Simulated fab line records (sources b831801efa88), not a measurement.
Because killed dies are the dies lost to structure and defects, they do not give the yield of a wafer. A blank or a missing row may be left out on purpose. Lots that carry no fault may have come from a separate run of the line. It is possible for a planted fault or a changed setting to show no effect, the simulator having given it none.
What tool caused it? + flow gf180mcu + 12 lots with 36 wafers sampled at 6 steps, on a route of 602 steps

== WHAT THE GAUGES SHOWED, per wafer ==
GF_HV_LDD_CD_MEAS_19: the cd target is 400 nm. Usual: cd nm at 400.2 nm, with a standard deviation of 2.6.
| lot  | measured     | on        | cd nm (nm)        | flag |
|------|--------------|-----------|-------------------|------|
| L778 | day 10 17:57 | cd sem-02 | 398.2 396.4 396.0 |      |
| L781 | day 11 10:01 | cd sem-02 | 398.8 398.8 398.8 |      |
| L783 | day 12 04:23 | cd sem-02 | 397.4 397.1 396.8 |      |
| L784 | day 12 13:45 | cd sem-01 | 402.7 402.0 404.2 |      |
| L785 | day 12 21:18 | cd sem-01 | 400.0 400.0 399.5 |      |
| L786 | day 13 07:02 | cd sem-02 | 403.8 402.5 403.7 |      |
| L787 | day 13 14:32 | cd sem-02 | 410.3 412.9 413.7 | OFF  |
| L788 | day 14 02:37 | cd sem-02 | 401.5 401.9 403.5 |      |
| L789 | day 14 11:57 | cd sem-01 | 409.4 408.4 407.9 | OFF  |
| L798 | day 17 02:55 | cd sem-01 | 402.4 402.0 399.8 |      |
| L799 | day 17 06:40 | cd sem-02 | 401.4 400.6 397.0 |      |
| L801 | day 18 00:35 | cd sem-01 | 401.2 401.6 402.7 |      |

GF_HV_LDD_OVL_MEAS_20. Usual: HV_LDD_01_OVL typically reads 1.0 nm, with standard deviation 1.5.
| lot  | measured     | on         | HV_LDD_01_OVL (nm) | flag |
|------|--------------|------------|--------------------|------|
| L778 | day 10 18:02 | overlay-01 | 2.1 3.2 3.0        |      |
| L781 | day 11 10:07 | overlay-01 | -1.2 -1.3 1.1      |      |
| L783 | day 12 04:31 | overlay-01 | 0.4 1.0 1.4        |      |
| L784 | day 12 13:52 | overlay-02 | 1.5 2.4 0.7        |      |
| L785 | day 12 21:25 | overlay-01 | 2.5 1.4 1.3        |      |
| L786 | day 13 07:08 | overlay-02 | 1.8 -0.6 1.7       |      |
| L787 | day 13 14:38 | overlay-02 | 2.3 2.1 1.6        |      |
| L788 | day 14 02:43 | overlay-01 | 2.4 3.8 3.5        |      |
| L789 | day 14 12:04 | overlay-02 | -0.9 0.6 0.2       |      |
| L798 | day 17 03:02 | overlay-02 | -0.1 -1.5 -0.4     |      |
| L799 | day 17 06:46 | overlay-01 | 3.7 3.2 3.7        |      |
| L801 | day 18 00:39 | overlay-02 | 2.8 1.3 0.0        |      |

GF_HV_LDD_CD_MEAS_46: the cd target is 400 nm. Usual: cd nm at 399.4 nm, with a standard deviation of 1.9.
| lot  | measured     | on        | cd nm (nm)        | flag |
|------|--------------|-----------|-------------------|------|
| L778 | day 12 08:16 | cd sem-01 | 399.3 397.6 398.5 |      |
| L781 | day 13 01:02 | cd sem-01 | 400.3 401.4 399.5 |      |
| L783 | day 13 20:40 | cd sem-01 | 400.7 401.7 400.6 |      |
| L784 | day 14 07:01 | cd sem-02 | 401.3 400.4 399.8 |      |
| L785 | day 14 15:44 | cd sem-01 | 397.3 397.9 397.1 |      |
| L786 | day 15 02:04 | cd sem-01 | 399.6 399.2 400.9 |      |
| L787 | day 15 08:50 | cd sem-02 | 403.5 404.9 401.0 |      |
| L788 | day 15 21:49 | cd sem-02 | 398.2 399.6 402.3 |      |
| L789 | day 16 08:17 | cd sem-02 | 397.3 400.4 398.9 |      |
| L798 | day 19 02:14 | cd sem-02 | 398.3 400.7 399.8 |      |
| L799 | day 19 06:13 | cd sem-02 | 400.7 397.8 400.1 |      |
| L801 | day 20 01:21 | cd sem-01 | 397.5 399.1 400.3 |      |

GF_HV_LDD_OVL_MEAS_47. Usual: HV_LDD_03_OVL typically reads 0.2 nm, with standard deviation 1.3.
| lot  | measured     | on         | HV_LDD_03_OVL (nm) | flag |
|------|--------------|------------|--------------------|------|
| L778 | day 12 08:20 | overlay-02 | 2.5 2.9 2.0        |      |
| L781 | day 13 01:08 | overlay-02 | 1.2 0.2 0.3        |      |
| L783 | day 13 20:47 | overlay-02 | -1.3 -1.1 -1.2     |      |
| L784 | day 14 07:08 | overlay-02 | 1.9 1.3 0.0        |      |
| L785 | day 14 15:52 | overlay-02 | 1.5 2.1 0.1        |      |
| L786 | day 15 02:09 | overlay-02 | -0.8 0.1 0.9       |      |
| L787 | day 15 08:55 | overlay-01 | 1.5 0.4 0.6        |      |
| L788 | day 15 21:55 | overlay-01 | -1.6 -1.7 -1.8     |      |
| L789 | day 16 08:25 | overlay-01 | 1.1 1.6 2.0        |      |
| L798 | day 19 02:22 | overlay-01 | 0.0 2.1 1.7        |      |
| L799 | day 19 06:19 | overlay-02 | -0.1 -0.5 -0.4     |      |
| L801 | day 20 01:25 | overlay-01 | -0.2 -1.0 -0.6     |      |

== TOOL THAT RAN EACH LOT (tool first, then ch and the chambers of the sampled wafers, then the start) ==
| lot  | GF_HV_LDD_COAT_14                 | GF_HV_LDD_STRIP_22                   |
|------|-----------------------------------|--------------------------------------|
| L778 | litho track-03 ch 0, day 10 09:19 | plasma asher-01 ch 0,1, day 10 18:14 |
| L781 | litho track-02 ch 0, day 11 00:34 | plasma asher-01 ch 0,1, day 11 10:17 |
| L783 | litho track-01 ch 0, day 11 18:43 | plasma asher-04 ch 0,1, day 12 04:41 |
| L784 | litho track-03 ch 0, day 12 04:03 | plasma asher-04 ch 0,1, day 12 14:03 |
| L785 | litho track-01 ch 0, day 12 12:13 | plasma asher-04 ch 0,1, day 12 21:36 |
| L786 | litho track-01 ch 0, day 12 21:04 | plasma asher-04 ch 0,1, day 13 07:20 |
| L787 | litho track-01 ch 0, day 13 03:55 | plasma asher-01 ch 0,1, day 13 14:50 |
| L788 | litho track-02 ch 0, day 13 16:04 | plasma asher-01 ch 0,1, day 14 02:54 |
| L789 | litho track-01 ch 0, day 14 01:31 | plasma asher-02 ch 0,1, day 14 12:15 |
| L798 | litho track-03 ch 0, day 16 15:36 | plasma asher-02 ch 0,1, day 17 03:13 |
| L799 | litho track-01 ch 0, day 16 19:26 | plasma asher-04 ch 0,1, day 17 06:56 |
| L801 | litho track-01 ch 0, day 17 13:08 | plasma asher-01 ch 0,1, day 18 00:51 |
- GF_HV_LDD_COAT_14: resist thk 1000 nm.
- GF_HV_LDD_STRIP_22: strips in O2/N2.

== WHAT THE TOOLS THEMSELVES READ (means of the sampled wafers that have a number; where no wafer has one, the mark that the record gives instead) ==
GF_HV_LDD_COAT_14. Usual: exhaust pa 44.9 Pa, standard deviation 0.89; spin speed rpm 2999.8 rpm, standard deviation 1.9.
| lot  | tool           | exhaust pa (Pa) | spin speed rpm (rpm) | flag |
|------|----------------|-----------------|----------------------|------|
| L778 | litho track-03 | 45.3            | 3000.2               |      |
| L781 | litho track-02 | 44.2            | 2998.2               |      |
| L783 | litho track-01 | 44.8            | 2998.6               |      |
| L784 | litho track-03 | 45.0            | 3001.0               |      |
| L785 | litho track-01 | 43.5            | 2998.3               |      |
| L786 | litho track-01 | 45.3            | 2998.7               |      |
| L787 | litho track-01 | 44.6            | 3997.1               | OFF  |
| L788 | litho track-02 | 46.1            | 2998.6               |      |
| L789 | litho track-01 | 45.3            | 3996.6               | OFF  |
| L798 | litho track-03 | 44.2            | 2999.5               |      |
| L799 | litho track-01 | 45.2            | 2998.0               |      |
| L801 | litho track-01 | 43.7            | 2999.5               |      |

GF_HV_LDD_STRIP_22. Usual: value, then standard deviation, for each; chamber pressure mTorr 1499.9 mTorr / 1.5; drypump motor current A 5.5 A / 0.34; heater power w 335 W / 40; n2 flow sccm 299.9 sccm / 0.87; oes product au 0.716 a.u. / 0.0047; platen temp c 250.03 C / 0.17; strip time to endpoint s 12.62 s / 0.038.
| lot  | tool            | chamber pressure mTorr (mTorr) | drypump motor current A (A) | heater power w (W) | n2 flow sccm (sccm) | oes product au (a.u.) | platen temp c (C) | strip time to endpoint s (s) | flag |
|------|-----------------|--------------------------------|-----------------------------|--------------------|---------------------|-----------------------|-------------------|------------------------------|------|
| L778 | plasma asher-01 | 1501.0                         | 5.6                         | 373                | 299.8               | 0.715                 | 250.05            | 12.62                        |      |
| L781 | plasma asher-01 | 1499.9                         | 5.4                         | 383                | 299.9               | 0.716                 | 250.07            | 12.55                        |      |
| L783 | plasma asher-04 | 1499.7                         | 5.6                         | 306                | 300.0               | 0.714                 | 250.11            | 12.65                        |      |
| L784 | plasma asher-04 | 1498.9                         | 5.5                         | 314                | 299.6               | 0.719                 | 250.11            | 12.62                        |      |
| L785 | plasma asher-04 | 1499.5                         | 5.8                         | 296                | 299.9               | 0.717                 | 250.03            | 12.60                        |      |
| L786 | plasma asher-04 | 1499.5                         | 5.7                         | 291                | 300.2               | 0.717                 | 249.97            | 12.63                        |      |
| L787 | plasma asher-01 | 1498.8                         | 5.4                         | 383                | 300.6               | 0.694                 | 250.04            | 11.08                        | OFF  |
| L788 | plasma asher-01 | 1499.8                         | 5.6                         | 378                | 299.9               | 0.715                 | 250.12            | 12.62                        |      |
| L789 | plasma asher-02 | 1500.6                         | 5.2                         | 326                | 300.4               | 0.696                 | 250.09            | 11.09                        | OFF  |
| L798 | plasma asher-02 | 1500.3                         | 5.2                         | 326                | 299.0               | 0.718                 | 250.23            | 12.64                        |      |
| L799 | plasma asher-04 | 1498.1                         | 5.5                         | 308                | 300.3               | 0.717                 | 250.04            | 12.61                        |      |
| L801 | plasma asher-01 | 1500.6                         | 5.4                         | 382                | 299.5               | 0.712                 | 249.91            | 12.64                        |      |

== THE ANSWER, worked out from the rows above alone ==
Rule: a lot counts as off when the mean over its wafers that have a number is more than 3 standard deviations away from the usual mean. A lot without any number at a reading at which 4 lots or more have one is off too. The other lots that the step has rows for count as sound. Order of review: gauges by route order, followed by the tools' own readings, for which a lot's mean as printed above is used. The first step at which some lot is off is used, and at that step the reading that is off furthest; a lot without a number counts as furthest.
Off at GF_HV_LDD_CD_MEAS_19 (cd nm): L787, L789.
If a tool, at a process step before that reading, ran all the lots that are off and no sound lot after the first of them, it fits. Not tried: the gauges at GF_HV_LDD_CD_MEAS_19; whatever is off there is also off at GF_HV_LDD_COAT_14, on other tools, and gauge error can't account for it. Of those tried, none fits.

== WHAT THE SIMULATOR PUT IN ==
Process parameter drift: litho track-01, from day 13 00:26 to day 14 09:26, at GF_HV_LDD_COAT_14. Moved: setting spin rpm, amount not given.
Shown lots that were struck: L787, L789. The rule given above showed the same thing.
